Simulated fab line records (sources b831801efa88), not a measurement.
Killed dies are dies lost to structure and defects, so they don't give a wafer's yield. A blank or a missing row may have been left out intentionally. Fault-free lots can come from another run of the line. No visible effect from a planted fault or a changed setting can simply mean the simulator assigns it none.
Code-filled problem report in 8D (eight disciplines) form | flow sky130 | the parts of the form that need people (team, actions taken, sign-off) are left out

1. THE PROBLEM
Wafers free of any fault read 625.0 ohm/sq (standard deviation 1.5) for NWELL_RS at SKY_NWELL_RS_MEAS_29, against a mean of 617.8 ohm/sq on 6 wafers of 2 lots. That puts it -4.8 standard deviations away from the usual mean.
The step: measures by four-point-probe.
First observed at day 7 16:39: wafer L828.3, on filmMetro-01. Wafers with a number at this step in the record: 39, from 13 lots. Rule for "out", or "out of limits": more than 4 standard deviations from the usual mean. Any other wafer with a number is counted as sound.

2. WHAT THIS IS AND IS NOT
question                    | is                         | is not
which readings at this step | NWELL_RS                   | -
which lots                  | L828, L829                 | L820, L822, L831, L832, L835, L837, L838, L839, L840, L841, L842
which wafers of those lots  | all that have a number     | -
read on which gauges        | filmMetro-01, filmMetro-03 | filmMetro-02
when                        | from day 7 16:39           | up to then (6 sound wafers); but 27 sound wafers of L831, L832, L835, L837, L838, L839, L840, L841, L842 came after

3. WHAT RULES OUT EACH SUSPECT
Counting: a tool stays on the suspect list if, at a process step up to the reading, it processed all lots that are out and no sound lot following the first of them.
- ruled out: the gauge at SKY_NWELL_RS_MEAS_29. Those wafers that are out were read across 2 gauges (filmMetro-01, filmMetro-03).
- implanter-02 at SKY_NWELL_IMPLANT_13: ruled out as a lasting fault. Following L828 (day 6 18:54), the first lot on it that is out, the sound lots L841, L842 were run on it.
Left after counting: nothing in the record.

4. THE CAUSE (what the simulator had put in)
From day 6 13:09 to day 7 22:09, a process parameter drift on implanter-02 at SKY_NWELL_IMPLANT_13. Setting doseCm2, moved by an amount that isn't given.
The count ruled it out by mistake, since the rule takes a fault to strike every lot its tool runs from the start of the fault on, and this one did not do so.

5. THE CHAIN OF EFFECTS, in route order
Rows list readings where the struck wafers' mean (over those with a number) sits beyond 3 standard deviations from the usual. Scope: only readings with a usual standard deviation given in the record; hours: median across lots of the time from each lot's start at the first step in this table that gives one to its start at this step; sigmas: change in usual standard deviations.
hours | step                 | reading          | usual        | on struck wafers | change     | sigmas
0     | SKY_NWELL_IMPLANT_13 | doseIonsCm2      | 6.999e+11    | 9.756e+11        | +2.757e+11 | +99 or more
0     | SKY_NWELL_IMPLANT_13 | faradayCurrentUA | 3.95         | 5.49             | +1.54      | +20
21    | SKY_NWELL_RS_MEAS_29 | NWELL_RS         | 625.0 ohm/sq | 617.8            | -7.2       | -4.8
Its process steps:
- SKY_NWELL_IMPLANT_13
At these later measuring or inspecting steps, every struck wafer for which the step has a row has a number for every such reading, and none has moved that far: SKY_VT_ADJUST_HVTP_TW_MEAS_11.

6. HOW IT WOULD HAVE BEEN CAUGHT EARLIER
In this record the first reading out of limits at a measuring or inspecting step was taken at day 7 16:39, 28 hours after the fault began at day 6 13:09.
At SKY_NWELL_IMPLANT_13, the tool's own readings (doseIonsCm2, faradayCurrentUA) were out on each struck wafer the step has a row for, so an alarm limit on them would have fired on the first such wafer.
